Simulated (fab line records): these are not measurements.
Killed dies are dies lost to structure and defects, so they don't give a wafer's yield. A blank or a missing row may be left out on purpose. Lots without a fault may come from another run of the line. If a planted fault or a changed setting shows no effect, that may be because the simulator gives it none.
Problem report, 8D (eight disciplines) form, completed by code | flow sky130 | the parts of the form that need people (team, actions taken, sign-off) are left out

## 1. THE ISSUE
At SKY_VIA1_SOFTBAKE_08, run_length_s averages 108.44 s over 2 wafers from 2 lots, while fault-free wafers read 119.12 s, standard deviation 0.18. That is -59 standard deviations from the usual mean.
The step: time 90 s.
Earliest sighting: wafer L989.4 on litho_track-04 at day 34 15:00. Wafers with a number at this step in the record: 35, from 12 lots. By rule, "out" or "out of limits" means more than 4 standard deviations away from the usual mean. The rest of the wafers with a number are treated as sound.

## 2. WHAT IT IS, AND WHAT IT ISN'T
question                    | is                                 | is not
which readings at this step | run_length_s, heater_power_total_W | exhaust_pa
which lots                  | L989, L993                         | L100, L102, L104, L106, L107, L108, L985, L986, L987, L999
which wafers of those lots  | L989.4, L993.4                     | L989.2, L989.3, L993.1
read on which tools         | litho_track-04                     | litho_track-01, litho_track-02
when                        | from day 34 15:00                  | up to then (11 sound wafers); but 22 sound wafers of L100, L102, L104, L106, L107, L108, L993, L999 came after

## 3. THE SUSPECTS, EACH WITH WHAT RULES IT OUT
Counting: any tool at a process step up to the reading remains a suspect provided it ran every lot that is out. Sound lots after the first of them don't rule it out here, since some wafers of a struck lot are sound.
- plasma_asher-01 at SKY_LDD_P_STRIP_10 (strips in O2/N2): kept. It ran every lot that is out, first L989 (day 20 12:31).
- litho_track-04 at SKY_VIA1_SOFTBAKE_08 (time 90 s): kept. Ran every lot that is out, first one L989 (day 34 15:00); last sound lot up to then L986 (day 33 11:00). On those wafers its own readings are out: heater_power_total_W, run_length_s.
Remaining after the count are plasma_asher-01 at SKY_LDD_P_STRIP_10 and litho_track-04 at SKY_VIA1_SOFTBAKE_08.

## 4. THE CAUSE (what the simulator had put in)
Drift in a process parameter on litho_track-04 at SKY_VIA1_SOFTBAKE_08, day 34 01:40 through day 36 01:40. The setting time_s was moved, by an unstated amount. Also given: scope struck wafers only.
After counting, 2 suspects remain, this tool included.

## 5. THE CHAIN OF EFFECTS, in route order
Rows list readings where the struck wafers' mean (over those with a number) sits beyond 3 standard deviations from the usual. Readings are gone through only where the record gives a usual standard deviation; hours: the median, over the lots, of the time from a lot's start at the first step in this table giving one to that lot's start at this step; sigmas: the change measured in usual standard deviations.
hours | step                 | reading              | usual    | on struck wafers | change | sigmas
0     | SKY_VIA1_SOFTBAKE_08 | heater_power_total_W | 57.37 W  | 59.87            | +2.50  | +21
0     | SKY_VIA1_SOFTBAKE_08 | run_length_s         | 119.12 s | 108.44           | -10.69 | -59
The process steps in it:
- SKY_VIA1_SOFTBAKE_08: time 90 s.

## 6. WHAT WOULD HAVE CAUGHT IT SOONER
13 hours passed between the start of the fault at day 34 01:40 and the first reading out of limits in this record, taken at day 34 15:00.
